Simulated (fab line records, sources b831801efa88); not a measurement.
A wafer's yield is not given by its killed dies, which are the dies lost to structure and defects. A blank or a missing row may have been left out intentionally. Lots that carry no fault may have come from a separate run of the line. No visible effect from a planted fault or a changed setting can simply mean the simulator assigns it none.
A struck lot beside a sound one | flow sky130 | 26 steps out of a route of 708
Sound: wafers L481.3, L481.4, L481.5. The struck wafers were L488.2, L488.6. Last of all comes the cause.
At each step with rows: each side's tool, then ch and its chambers, then its first start. Under that, the readings that differ: sound wafers | struck wafers | difference of the means | sigmas: that difference in standard deviations of wafers without a fault.
alike: a reading whose means differ by less than 2 such deviations, as well as words and numbers matching on both sides. not compared: withheld readings; readings where some wafer has no value; bounds like >300 that might hide an equal value; numbers whose values overlap and for which the record gives no deviation.
A row with sigmas, a row that says differs or no value, or rows on one side alone: a step with any of these is where the two part. Numbers that have no deviation but don't overlap get no sigmas and don't part them. A reading that every wafer of one side lacks parts them only if that side has two wafers or more.

first, 10 steps without rows for these wafers: SKY_LOCAL_INTERCONNECT_SOFTBAKE_07 (time 90 s); SKY_LOCAL_INTERCONNECT_EXPOSE_08 (exposes mask LI1M, target cd 170 nm); SKY_LOCAL_INTERCONNECT_PEB_09; SKY_LOCAL_INTERCONNECT_DEVELOP_10 (develop time 60 s); SKY_LOCAL_INTERCONNECT_ETCH_13 (etches BARC in N2/H2, stops on SiO2, time 45.9 s, target depth 60 nm); SKY_LOCAL_INTERCONNECT_METAL_ETCH_14 (etches TiN in Cl2/BCl3, stops on PSG, target depth 110 nm, time 31.4 s); SKY_LOCAL_INTERCONNECT_STRIP_15 (strips in O2/N2); SKY_LOCAL_INTERCONNECT_STRIP_16 (strips in post etch residue remover, time 1200 s); SKY_LOCAL_INTERCONNECT_CLEAN_17 (cleans in IPA, time 180 s); SKY_LOCAL_INTERCONNECT_CLEAN_18 (cleans in O3/DIW).
SKY_CONTACT_CVD_00: deposits Si3N4, target thk 75 nm.
  sound on pecvd-04 ch 0,1,2, day 32 05:05; struck on pecvd-04 ch 0, day 34 21:01
  reading                                   | sound             | struck      | difference | sigmas
  model.Si3N4_of_CONTACT_CVD_00.thk_nm (nm) | 75.68 76.39 76.78 | 101.5 104.1 | +26.5      |
  alike: heater_power_w, rf_fwd_power_W
SKY_CONTACT_THK_MEAS_01:
  sound on film_metro-02 at day 32 05:08; struck on film_metro-03 at day 34 21:22
  reading                 | sound          | struck      | difference | sigmas
  CONTACT_CVD_00_THK (nm) | 75.8 76.4 76.8 | 101.3 104.0 | +26.3      | +27
  not compared: hold
then, 11 steps without rows for these wafers: SKY_CONTACT_CMP_04 (polishes SiO2); SKY_CONTACT_DEHYDRATE_06 (time 60 s); SKY_CONTACT_HMDS_07 (prime time 60 s); SKY_CONTACT_COAT_08 (resist thk 60 nm); SKY_CONTACT_COAT_09 (resist thk 450 nm); SKY_CONTACT_SOFTBAKE_10 (time 90 s); SKY_CONTACT_EXPOSE_11 (exposes mask CTM1, target cd 170 nm); SKY_CONTACT_PEB_12; SKY_CONTACT_DEVELOP_13 (develop time 60 s); SKY_CONTACT_ETCH_16 (etches BARC in N2/H2, stops on SiO2, time 45.9 s, target depth 60 nm); SKY_CONTACT_ETCH_17 (etches SiO2 in C4F8/O2/Ar, stops on Si3N4, target depth 340 nm).
SKY_CONTACT_ETCH_18: etches Si3N4 in CHF3/O2, stops on TiN, time 39 s, target depth 75 nm.
  sound: rie_diel-04 ch 0,1,2; struck: rie_diel-04 ch 2,3
  reading                  | sound             | struck      | difference | sigmas
  oes_product_au (a.u.)    | 0.860 0.865 0.867 | 0.998 0.987 | +0.128     | +17
  throttle_valve_pct (%)   | 8.803 8.802 8.805 | 8.829 8.822 | +0.022     | +2
  model.etch.depth_nm (nm) | 75.68 76.39 76.78 | 95.74 95.25 | +19.21     |
  alike: O2_flow_sccm, drypump_motor_current_A, rf_fwd_power_W
  not compared: rf_hours_counter_h
then, 1 step without rows for these wafers: SKY_CONTACT_STRIP_19 (strips in O2/N2).
-- the record jumps here: 14 days lie between the struck wafers' starts before and after (it left off in module CONTACT and takes up again in module PAD_OPEN, whose first step shown is number 708 of the route) --
SKY_PAD_OPEN_PROBE_99:
  sound on prober-01 at day 47 02:40; struck on prober-02 at day 49 01:33
  reading            | sound     | struck                                            | difference                   | sigmas
  hold               | - - -     | await_dispo/3.3h/release await_dispo/3.3h/release | no value on the sound wafers |
  killed_at_contacts | 24 31 22  | 419 419                                           | +393                         | +82
  killed_dies        | 85 93 105 | 489 492                                           | +396                         | +42
  killed_on_rim      | 19 19 25  | 96 96                                             | +75                          | +19
  alike: killed_at_M0_to_M3, killed_at_M4_up, killed_at_front_end, killed_open, killed_short

## WHERE THEY PART
First at SKY_CONTACT_THK_MEAS_01; last, within this record, at SKY_PAD_OPEN_PROBE_99.

WHY: the cause the simulator had injected
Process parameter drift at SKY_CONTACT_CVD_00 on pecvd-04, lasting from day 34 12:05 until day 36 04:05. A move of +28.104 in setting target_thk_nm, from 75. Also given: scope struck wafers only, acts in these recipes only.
